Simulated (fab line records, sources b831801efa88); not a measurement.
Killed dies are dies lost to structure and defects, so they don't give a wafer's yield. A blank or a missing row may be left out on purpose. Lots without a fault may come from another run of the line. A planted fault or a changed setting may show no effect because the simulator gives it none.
Which tool did it? | flow sky130 | 13 lots, 39 wafers sampled, at 5 steps of a route of 708

WHAT THE GAUGES READ, wafer by wafer
SKY_FIELD_ISO_THK_MEAS_02.
lot  | measured    | on            | FIELD_ISO_OXIDATION_00_THK (nm)
L785 | day 1 11:38 | film_metro-03 | 11.62 11.68 11.64
L786 | day 1 18:09 | film_metro-02 | 11.72 11.70 11.70
L789 | day 2 08:21 | film_metro-04 | 12.00 12.09 12.10
L794 | day 3 08:38 | film_metro-04 | 12.28 12.29 12.14
L797 | day 3 23:42 | film_metro-04 | 11.83 11.87 12.08
L798 | day 4 05:23 | film_metro-03 | 12.29 11.83 11.93
L799 | day 4 10:59 | film_metro-02 | 11.91 12.15 12.02
L802 | day 5 01:04 | film_metro-04 | 11.99 11.86 11.85
L804 | day 5 11:18 | film_metro-04 | 12.03 11.98 12.12
L805 | day 5 16:58 | film_metro-03 | 12.05 12.11 11.74
L806 | day 5 22:56 | film_metro-03 | 12.15 12.11 12.12
L807 | day 6 04:16 | film_metro-04 | 11.98 12.19 12.09
L808 | day 6 08:03 | film_metro-03 | 12.12 11.99 12.02

SKY_DNWELL_TW_MEAS_09.
lot  | measured    | on            | DNWELL_TW
L785 | day 3 01:47 | film_metro-03 | 1126 1125 1129
L786 | day 3 12:27 | film_metro-04 | 1115 1109 1110
L789 | day 4 03:05 | film_metro-01 | 1122 1125 1120
L794 | day 5 07:20 | film_metro-03 | 1129 1134 1130
L797 | day 5 21:19 | film_metro-03 | 1137 1137 1134
L798 | day 6 03:47 | film_metro-03 | 1139 1135 1138
L799 | day 6 07:14 | film_metro-03 | 1137 1139 1138
L802 | day 7 02:02 | film_metro-04 | 1118 1115 1115
L804 | day 7 10:56 | film_metro-04 | 1121 1114 1112
L805 | day 7 16:19 | film_metro-04 | 1112 1117 1109
L806 | day 7 22:56 | film_metro-01 | 1124 1125 1127
L807 | day 8 21:31 | film_metro-04 | 1120 1120 1120
L808 | day 8 21:20 | film_metro-03 | 1133 1134 1137

SKY_NWELL_RS_MEAS_29: measures by four-point-probe.
lot  | measured     | on            | NWELL_RS (ohm/sq)
L785 | day 5 05:53  | film_metro-04 | 594.3 592.5 594.0 594.7 593.6 593.8
L786 | day 5 18:22  | film_metro-03 | 624.6 623.8 623.7
L789 | day 6 08:01  | film_metro-04 | 594.5 593.1 593.2 594.5 592.6 593.1
L794 | day 7 14:26  | film_metro-01 | 594.8 595.6 594.8 595.9 595.3 595.5
L797 | day 8 07:46  | film_metro-01 | 625.2 624.4 624.7
L798 | day 8 13:14  | film_metro-04 | 624.5 626.4 626.3
L799 | day 8 17:50  | film_metro-04 | 624.2 624.1 626.0
L802 | day 9 17:05  | film_metro-03 | 626.7 625.5 626.7
L804 | day 10 02:42 | film_metro-01 | 626.2 627.2 626.9
L805 | day 10 08:20 | film_metro-04 | 621.5 622.1 624.6
L806 | day 10 15:59 | film_metro-03 | 624.9 623.4 625.5
L807 | day 11 18:10 | film_metro-01 | 625.3 624.9 622.9
L808 | day 11 17:49 | film_metro-03 | 624.4 625.8 624.7

WHICH TOOL RAN EACH LOT (tool, then ch and the chambers of the sampled wafers, then the start)
lot  | SKY_NWELL_IMPLANT_12            | SKY_NWELL_STRIP_14
L785 | implanter-04 ch 0, day 4 12:17  | plasma_asher-03 ch 0,1, day 4 13:04
L786 | implanter-04 ch 0, day 4 23:06  | plasma_asher-02 ch 0,1, day 4 23:21
L789 | implanter-02 ch 0, day 5 13:46  | plasma_asher-02 ch 0,1, day 5 14:22
L794 | implanter-02 ch 0, day 6 19:24  | plasma_asher-01 ch 0,1, day 6 20:01
L797 | implanter-03 ch 0, day 7 10:10  | plasma_asher-01 ch 0,1, day 7 10:28
L798 | implanter-04 ch 0, day 7 16:35  | plasma_asher-03 ch 0,1, day 7 16:52
L799 | implanter-04 ch 0, day 7 21:00  | plasma_asher-03 ch 0, day 7 21:16
L802 | implanter-03 ch 0, day 8 18:26  | plasma_asher-02 ch 0,1, day 8 18:42
L804 | implanter-03 ch 0, day 9 04:53  | plasma_asher-03 ch 0,1, day 9 05:09
L805 | implanter-04 ch 0, day 9 09:36  | plasma_asher-02 ch 0,1, day 9 09:54
L806 | implanter-04 ch 0, day 9 16:46  | plasma_asher-02 ch 0,1, day 9 17:04
L807 | implanter-03 ch 0, day 10 17:28 | plasma_asher-02 ch 0,1, day 10 17:46
L808 | implanter-02 ch 0, day 10 17:06 | plasma_asher-03 ch 0,1, day 10 17:24
- SKY_NWELL_IMPLANT_12
- SKY_NWELL_STRIP_14: strips in O2/N2.

WHAT THE TOOLS THEMSELVES READ (means of the sampled wafers that have a number; where no wafer has one, the mark that the record gives instead)
SKY_NWELL_STRIP_14.
lot  | tool            | drypump_motor_current_A (A) | o2_flow_sccm (sccm) | oes_product_au (a.u.) | strip_time_to_endpoint_s (s)
L785 | plasma_asher-03 | 6.1                         | 2992                | 0.723                 | 36.81
L786 | plasma_asher-02 | 6.2                         | 3002                | 0.722                 | 36.79
L789 | plasma_asher-02 | 6.2                         | 3003                | 0.719                 | 36.99
L794 | plasma_asher-01 | 6.1                         | 3002                | 0.725                 | 36.82
L797 | plasma_asher-01 | 5.8                         | 2996                | 0.727                 | 36.94
L798 | plasma_asher-03 | 6.1                         | 3004                | 0.725                 | 37.01
L799 | plasma_asher-03 | 5.5                         | 2991                | 0.723                 | 36.91
L802 | plasma_asher-02 | 6.1                         | 3002                | 0.722                 | 37.04
L804 | plasma_asher-03 | 5.8                         | 3008                | 0.720                 | 36.96
L805 | plasma_asher-02 | 6.2                         | 2997                | 0.720                 | 36.91
L806 | plasma_asher-02 | 6.1                         | 3007                | 0.724                 | 36.98
L807 | plasma_asher-02 | 6.2                         | 2998                | 0.720                 | 37.09
L808 | plasma_asher-03 | 6.1                         | 3004                | 0.725                 | 36.96

THE ANSWER, worked out from the rows above alone
Rule: what is usual is taken from the lots themselves. Put in order of their means at a reading, lots are off if they are a third of the lots or fewer, leave a main group of 4 or more, and stand apart from it by a gap of 3 or more times the standard deviation of the main group's means; of several such gaps the widest counts. A main group whose means are all the same, to the digits that the tables above print for the reading, isn't used. A lot without any number at a reading at which 4 lots or more have one is off too. The other lots that the step has rows for count as sound. The gauges are gone through in route order, then the tools' own readings, and for those a lot's mean is taken as printed above. The first step at which some lot is off is used, and at that step the reading that is off furthest; a lot without a number counts as furthest.
Off: L785, L789, L794, at SKY_NWELL_RS_MEAS_29 (NWELL_RS). The main group: mean 624.9 ohm/sq, standard deviation 1.1.
A tool fits if, at a process step before that reading, it ran every lot that is off, and no sound lot after the first of them. The gauges at SKY_NWELL_RS_MEAS_29 are tried like those tools. None of those tried fits.

WHAT THE SIMULATOR HAD PUT IN
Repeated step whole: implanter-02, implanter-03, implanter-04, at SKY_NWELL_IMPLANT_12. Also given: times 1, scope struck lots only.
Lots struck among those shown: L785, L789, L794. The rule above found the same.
